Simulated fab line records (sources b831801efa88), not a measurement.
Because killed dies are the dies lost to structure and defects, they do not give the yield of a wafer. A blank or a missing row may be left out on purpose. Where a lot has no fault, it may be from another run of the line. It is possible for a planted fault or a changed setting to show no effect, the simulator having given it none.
fab line records + flow sky130
record
- lots=6
- wafers=18
- last_day=50
route steps=708 shown FIELD_ISO@31 NWELL@32 DNWELL@35 PWDE@45
lots untouched by any fault: they come from a run of this same line in which no faults occurred
start_h: hours from the record's opening day to when the first of the lot's shown wafers began + wait_h: hours elapsed since this lot's preceding step + " as in the row above + L1.1+2: a single row standing in for several wafers + - no value, or no start given + * or withheld: withheld + < > ~ a bound
route shown NAME@n: names a module that has steps shown in the file, with the first one's number in the route + usual: the fault-free wafers' mean and standard deviation + same: alike in all rows + chamber/n: place in a boat + sites: the reading at each site + _std_site: standard deviation across them + _edge_site: mean of outer sites minus mean of inner sites + radius_mm: how far each site lies from the wafer's centre + mask NAME#n: copy n + behind: the tool/chamber that last shaped the wafer + hold: reason for holding the lot/hours on hold/outcome of the hold + device: names the non-switching transistor (n, p or np) + end of line: the same wafers' tests at the end of the route + a step given without rows: its recipe and nothing more + killed: at the first sort, the dies lost to defects and structure; wafer yield is something else + map: a wafer's dies, x killed, . not, _ none there
set.NAME: the run value of the setting; set.NAME@STEP: its run value at that earlier step + model.NAME: the simulator's own value behind a step, which no gauge read
a table for each step, a row for each wafer; lots at some steps of the route
services: when a tool's chamber went out of use (start_h, in hours from the record's first day, below 0 if earlier), for how many hours, and the reason
## steps
# step SKY_FIELD_ISO_WET_ETCH_30
# recipe
- chemistry=dHF
- target_depth_nm=25
- target=SiO2
- dilution=10:1
- temp_c=25
- time_s=50
# step SKY_NWELL_CLEAN_00
# recipe
- chemistry=SC1/SC2
- mix=1:4:20
- temp_c=70
- time_s=150
- dry=n2_spin
# step SKY_NWELL_OXIDATION_01
# recipe
- temp_c=900
- ambient=O2
- stabilise_s=600
- purge_s=300
- target_thk_a=100
- ox_time_s=1418
# step SKY_NWELL_THK_MEAS_02
# recipe
- reads=SiO2_of_NWELL_OXIDATION_01
# usual
- NWELL_OXIDATION_THK=10.00/0.15
| lot.wafer | tool          | chamber | start_h | wait_h | NWELL_OXIDATION_THK[nm] |
|-----------|---------------|---------|---------|--------|-------------------------|
| L802.1    | film_metro-03 | -       | 60.84   | 0.0    | 9.90                    |
| L802.2    | "             | -       | "       | "      | 9.85                    |
| L802.3    | "             | -       | "       | "      | 10.02                   |
| L803.1    | film_metro-01 | -       | 64.01   | 0.0    | 9.89                    |
| L803.3    | "             | -       | "       | "      | 9.93                    |
| L803.4    | "             | -       | "       | "      | 9.87                    |
| L805.1    | film_metro-01 | -       | 75.87   | 0.0    | 9.87                    |
| L805.2    | "             | -       | "       | "      | 9.96                    |
| L805.3    | "             | -       | "       | "      | 9.88                    |
| L807.2    | film_metro-01 | -       | 84.19   | 0.0    | 10.14                   |
| L807.3    | "             | -       | "       | "      | 10.18                   |
| L807.4    | "             | -       | "       | "      | 9.89                    |
| L814.1    | film_metro-03 | -       | 121.36  | 0.0    | 10.10                   |
| L814.2    | "             | -       | "       | "      | 10.02                   |
| L814.3    | "             | -       | "       | "      | 9.87                    |
| L815.1    | film_metro-02 | -       | 128.03  | 0.0    | 10.16                   |
| L815.4    | "             | -       | "       | "      | 10.10                   |
| L815.5    | "             | -       | "       | "      | 10.20                   |
# step SKY_DNWELL_DEHYDRATE_00
# recipe
- temp_c=200
- time_s=60
# step SKY_DNWELL_HMDS_01
# recipe
- prime_time_s=60
- prime_temp_c=120
# step SKY_DNWELL_COAT_02
# recipe
- spin_rpm=2000
- resist_thk_nm=3000
# step SKY_DNWELL_SOFTBAKE_03
# recipe
- temp_c=110
- time_s=withheld
# step SKY_DNWELL_EXPOSE_04
# recipe
- mask_id=DNM
- na=0.57
- target_cd_nm=3000
- dose_mj=222
# step SKY_DNWELL_PEB_05
# recipe
- temp_c=115
- time_s=withheld
# step SKY_DNWELL_DEVELOP_06
# recipe
- wall_angle_deg=90
- developer=TMAH
- develop_time_s=60
- dev_temp_c=23
# step SKY_DNWELL_IMPLANT_07
# recipe
- species=P
- energy_kev=withheld
- dose_cm2=withheld
- tilt_deg=withheld
# step SKY_DNWELL_STRIP_08
# recipe
- chemistry=O2/N2
- power_w=1400
- pressure_mtorr=1500
- platen_temp_c=withheld
- o2_flow_sccm=3000
- n2_flow_sccm=300
- overash_fraction=0.5
# usual
- chamber_pressure_mTorr=1499.8/1.3
- drypump_motor_current_A=5.77/0.24
- oes_product_au=0.722/0.0045
- strip_time_to_endpoint_s=36.96/0.1
| lot.wafer | tool            | chamber | start_h | wait_h | chamber_pressure_mTorr | drypump_motor_current_A | oes_product_au | rf_hours_counter_h | strip_time_to_endpoint_s | model.coat_of_DNWELL_COAT_02.thk_nm |
|-----------|-----------------|---------|---------|--------|------------------------|-------------------------|----------------|--------------------|--------------------------|-------------------------------------|
| L802.1    | plasma_asher-02 | 1       | 77.37   | 0.1    | 1498.3                 | 5.72                    | 0.723          | 26                 | 36.85                    | 0                                   |
| L802.2    | "               | 0       | "       | "      | 1499.6                 | 5.97                    | 0.720          | 26                 | 37.06                    | 0                                   |
| L802.3    | "               | 0       | "       | "      | 1499.8                 | 5.99                    | 0.717          | -                  | 36.93                    | 0                                   |
| L803.1    | plasma_asher-02 | 1       | 81.78   | 0.1    | 1499.9                 | 5.73                    | 0.731          | 26                 | 36.83                    | 0                                   |
| L803.3    | "               | 1       | "       | "      | 1499.5                 | 5.69                    | 0.719          | -                  | 36.98                    | 0                                   |
| L803.4    | "               | 0       | "       | "      | 1500.5                 | 5.98                    | 0.728          | -                  | 36.83                    | 0                                   |
| L805.1    | plasma_asher-02 | 0       | 94.17   | 0.1    | 1501.6                 | 5.97                    | 0.718          | 28                 | 36.91                    | 0                                   |
| L805.2    | "               | 1       | "       | "      | 1500.7                 | 5.72                    | 0.718          | 28                 | 36.78                    | 0                                   |
| L805.3    | "               | 0       | "       | "      | 1500.5                 | 5.94                    | 0.722          | -                  | 36.94                    | 0                                   |
| L807.2    | plasma_asher-02 | 0       | 103.17  | 0.1    | 1500.6                 | 5.94                    | 0.728          | 29                 | 37.01                    | 0                                   |
| L807.3    | "               | 1       | "       | "      | 1500.3                 | 5.71                    | 0.721          | -                  | 37.10                    | 0                                   |
| L807.4    | "               | 0       | "       | "      | 1498.1                 | 5.95                    | 0.727          | -                  | 37.10                    | 0                                   |
| L814.1    | plasma_asher-02 | 1       | 141.62  | 0.1    | -                      | -                       | -              | -                  | -                        | 2996                                |
| L814.2    | "               | 0       | "       | "      | -                      | -                       | -              | -                  | -                        | 2994                                |
| L814.3    | "               | 1       | "       | "      | -                      | -                       | -              | -                  | -                        | 2989                                |
| L815.1    | plasma_asher-03 | 0       | 148.41  | 0.1    | -                      | -                       | -              | -                  | -                        | 3007                                |
| L815.4    | "               | 0       | "       | "      | -                      | -                       | -              | -                  | -                        | 3002                                |
| L815.5    | "               | 0       | "       | "      | -                      | -                       | -              | -                  | -                        | 2998                                |
# step SKY_DNWELL_TW_MEAS_09
# usual
- DNWELL_TW=1115/15
| lot.wafer | tool          | chamber | start_h | wait_h | DNWELL_TW |
|-----------|---------------|---------|---------|--------|-----------|
| L802.1    | film_metro-01 | -       | 77.47   | 0.1    | 1107      |
| L802.2    | "             | -       | "       | "      | 1108      |
| L802.3    | "             | -       | "       | "      | 1106      |
| L803.1    | film_metro-03 | -       | 81.88   | 0.1    | 1111      |
| L803.3    | "             | -       | "       | "      | 1111      |
| L803.4    | "             | -       | "       | "      | 1118      |
| L805.1    | film_metro-01 | -       | 94.27   | 0.1    | 1099      |
| L805.2    | "             | -       | "       | "      | 1105      |
| L805.3    | "             | -       | "       | "      | 1102      |
| L807.2    | film_metro-01 | -       | 103.28  | 0.1    | 1108      |
| L807.3    | "             | -       | "       | "      | 1108      |
| L807.4    | "             | -       | "       | "      | 1109      |
| L814.1    | film_metro-02 | -       | 141.72  | 0.1    | 1141      |
| L814.2    | "             | -       | "       | "      | 1140      |
| L814.3    | "             | -       | "       | "      | 1137      |
| L815.1    | film_metro-01 | -       | 148.51  | 0.1    | 1101      |
| L815.4    | "             | -       | "       | "      | 1097      |
| L815.5    | "             | -       | "       | "      | 1099      |
# step SKY_PWDE_DEHYDRATE_00
# recipe
- temp_c=200
- time_s=60
# step SKY_PWDE_HMDS_01
# recipe
- prime_time_s=60
- prime_temp_c=120
# step SKY_PWDE_COAT_02
# recipe
- spin_rpm=2000
- resist_thk_nm=3000
# step SKY_PWDE_SOFTBAKE_03
# recipe
- temp_c=110
- time_s=withheld
# step SKY_PWDE_EXPOSE_04
# recipe
- mask_id=PWDEM
- na=0.6
- source_shape=conventional
- sigma_outer=0.6
- polarization=unpolarized
- target_cd_nm=840
- dose_mj=214
# step SKY_PWDE_PEB_05
# recipe
- temp_c=115
- time_s=withheld
# step SKY_PWDE_DEVELOP_06
# recipe
- wall_angle_deg=90
- developer=TMAH
- develop_time_s=60
- dev_temp_c=23
# step SKY_PWDE_OVL_MEAS_07
# usual
- PWDE_OVL=0.9/1.3
| lot.wafer | tool       | chamber | start_h | wait_h | PWDE_OVL[nm] |
|-----------|------------|---------|---------|--------|--------------|
| L802.1    | overlay-02 | -       | 95.44   | -      | 1.5          |
| L802.2    | "          | -       | "       | "      | 2.6          |
| L802.3    | "          | -       | "       | "      | 2.6          |
| L803.1    | overlay-02 | -       | 100.26  | -      | 2.5          |
| L803.3    | "          | -       | "       | "      | 0.2          |
| L803.4    | "          | -       | "       | "      | 1.7          |
| L805.1    | overlay-01 | -       | 113.29  | -      | 0.7          |
| L805.2    | "          | -       | "       | "      | 0.0          |
| L805.3    | "          | -       | "       | "      | -0.8         |
| L807.2    | overlay-01 | -       | 122.65  | -      | -0.9         |
| L807.3    | "          | -       | "       | "      | -0.4         |
| L807.4    | "          | -       | "       | "      | 0.3          |
| L814.1    | overlay-02 | -       | 162.49  | -      | 1.2          |
| L814.2    | "          | -       | "       | "      | 0.4          |
| L814.3    | "          | -       | "       | "      | -0.6         |
| L815.1    | overlay-02 | -       | 170.09  | -      | -0.4         |
| L815.4    | "          | -       | "       | "      | 2.2          |
| L815.5    | "          | -       | "       | "      | 0.9          |
# step SKY_PWDE_IMPLANT_08
# recipe
- species=B
- energy_kev=150
- dose_cm2=3.6e+12
- tilt_deg=withheld
# step SKY_PWDE_STRIP_09
# recipe
- chemistry=O2/N2
- power_w=1400
- pressure_mtorr=1500
- platen_temp_c=withheld
- o2_flow_sccm=3000
- n2_flow_sccm=300
- overash_fraction=0.5
# usual
- chamber_pressure_mTorr=1499.9/1.5
- drypump_motor_current_A=5.73/0.24
- oes_product_au=0.722/0.0047
- strip_time_to_endpoint_s=36.96/0.1
| lot.wafer | tool            | chamber | start_h | wait_h | chamber_pressure_mTorr | drypump_motor_current_A | oes_product_au | rf_hours_counter_h | strip_time_to_endpoint_s |
|-----------|-----------------|---------|---------|--------|------------------------|-------------------------|----------------|--------------------|--------------------------|
| L802.1    | plasma_asher-04 | 1       | 95.63   | 0.1    | 1498.6                 | 5.76                    | 0.727          | 40                 | 37.07                    |
| L802.2    | "               | 0       | "       | "      | 1499.6                 | 6.07                    | 0.729          | 40                 | 37.02                    |
| L802.3    | "               | 0       | "       | "      | 1500.5                 | 6.03                    | 0.724          | -                  | 37.04                    |
| L803.1    | plasma_asher-04 | 0       | 100.44  | 0.1    | 1499.5                 | 6.02                    | 0.718          | 41                 | 36.88                    |
| L803.3    | "               | 0       | "       | "      | 1498.2                 | 6.04                    | 0.732          | -                  | 36.90                    |
| L803.4    | "               | 1       | "       | "      | 1499.9                 | 5.78                    | 0.724          | -                  | 36.88                    |
| L805.1    | plasma_asher-01 | 0       | 113.48  | 0.1    | 1497.1                 | 5.56                    | 0.713          | 43                 | 36.88                    |
| L805.2    | "               | 1       | "       | "      | 1498.6                 | 5.75                    | 0.716          | 43                 | 37.00                    |
| L805.3    | "               | 1       | "       | "      | 1500.9                 | 5.70                    | 0.731          | -                  | 37.04                    |
| L807.2    | plasma_asher-01 | 0       | 122.83  | 0.1    | 1500.7                 | 5.57                    | 0.716          | 44                 | 36.85                    |
| L807.3    | "               | 1       | "       | "      | 1502.2                 | 5.74                    | 0.723          | -                  | 36.93                    |
| L807.4    | "               | 0       | "       | "      | 1499.6                 | 5.57                    | 0.724          | -                  | 36.96                    |
| L814.1    | plasma_asher-04 | 1       | 162.68  | 0.1    | 1498.7                 | 5.76                    | 0.735          | 5                  | 81.18                    |
| L814.2    | "               | 0       | "       | "      | 1502.0                 | 6.05                    | 0.744          | 5                  | 81.14                    |
| L814.3    | "               | 0       | "       | "      | 1499.2                 | 6.02                    | 0.751          | -                  | 81.02                    |
| L815.1    | plasma_asher-04 | 0       | 170.28  | 0.1    | 1499.4                 | 6.06                    | 0.745          | 5                  | 81.27                    |
| L815.4    | "               | 0       | "       | "      | 1501.4                 | 6.06                    | 0.741          | -                  | 81.22                    |
| L815.5    | "               | 1       | "       | "      | 1500.6                 | 5.81                    | 0.737          | -                  | 81.21                    |
# step SKY_PWDE_TW_MEAS_10
# usual
- PWDE_TW=374/4.7
| lot.wafer | tool          | chamber | start_h | wait_h | PWDE_TW |
|-----------|---------------|---------|---------|--------|---------|
| L802.1    | film_metro-02 | -       | 95.73   | 0.1    | 381     |
| L802.2    | "             | -       | "       | "      | 382     |
| L802.3    | "             | -       | "       | "      | 380     |
| L803.1    | film_metro-02 | -       | 100.54  | 0.1    | 377     |
| L803.3    | "             | -       | "       | "      | 380     |
| L803.4    | "             | -       | "       | "      | 378     |
| L805.1    | film_metro-01 | -       | 113.58  | 0.1    | 371     |
| L805.2    | "             | -       | "       | "      | 371     |
| L805.3    | "             | -       | "       | "      | 370     |
| L807.2    | film_metro-01 | -       | 122.94  | 0.1    | 372     |
| L807.3    | "             | -       | "       | "      | 370     |
| L807.4    | "             | -       | "       | "      | 371     |
| L814.1    | film_metro-01 | -       | 162.78  | 0.1    | 30      |
| L814.2    | "             | -       | "       | "      | 30      |
| L814.3    | "             | -       | "       | "      | 30      |
| L815.1    | film_metro-02 | -       | 170.38  | 0.1    | 30      |
| L815.4    | "             | -       | "       | "      | 30      |
| L815.5    | "             | -       | "       | "      | 30      |
# step SKY_NWELL_DEHYDRATE_03
# recipe
- temp_c=200
- time_s=60
## services
| tool            | chamber | start_h | hours | kind       |
|-----------------|---------|---------|-------|------------|
| plasma_asher-04 | -       | 64.49   | 1.2   | repair     |
| plasma_asher-03 | -       | 87.52   | 2.8   | pm         |
| plasma_asher-02 | -       | 107.91  | 0.4   | repair     |
| plasma_asher-04 | -       | 108.75  | 9.0   | pm         |
| plasma_asher-04 | 0       | 108.75  | 9.0   | vent_cycle |
| plasma_asher-04 | 1       | 108.75  | 9.0   | vent_cycle |
| plasma_asher-04 | 0       | 117.75  | -     | clean      |
| plasma_asher-04 | 1       | 117.75  | -     | clean      |
| plasma_asher-04 | -       | 131.69  | 2.8   | pm         |
| plasma_asher-01 | -       | 141.17  | 2.5   | repair     |
| plasma_asher-02 | -       | 148.19  | 15.6  | pm         |
## key
first_sign
- step=SKY_DNWELL_STRIP_08
- reading=tool_record
- direction=missing
effect
- step=SKY_PWDE_STRIP_09
- reading=strip_time_to_endpoint_s
- direction=up
- sigmas=99+
- usual=*
- struck=*
effect
- step=SKY_PWDE_TW_MEAS_10
- reading=PWDE_TW
- direction=down
- sigmas=73
- usual=374
- struck=30
model_effect
- step=SKY_DNWELL_STRIP_08
- value=coat_of_DNWELL_COAT_02.thk_nm
- without=0
- struck=2998
met_at SKY_DNWELL_STRIP_08
struck_wafers L814.1,L814.2,L814.3,L815.1,L815.4,L815.5
sort_left_out L814.1,L814.2,L814.3,L815.1,L815.4,L815.5
tester_left_out L814,L815
onset_between 103.17 141.62
fault
- kind=skipped_step_whole
- tool=plasma_asher-02,plasma_asher-03
- chamber=-
- onset_h=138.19
- steps=SKY_DNWELL_STRIP_08
- scope=struck_lots_only
# tester_left_out: of these lots the tester's yield and bins aren't shown, on N5 and GAA mostly nor the transistor test; their killed dies are dies lost to structure and defects alone, not to doping, threshold or leakage, so they don't give the yield
# sort_left_out: the simulated sort isn't trusted on such a fault, so these wafers' sort isn't shown, and their yield isn't known
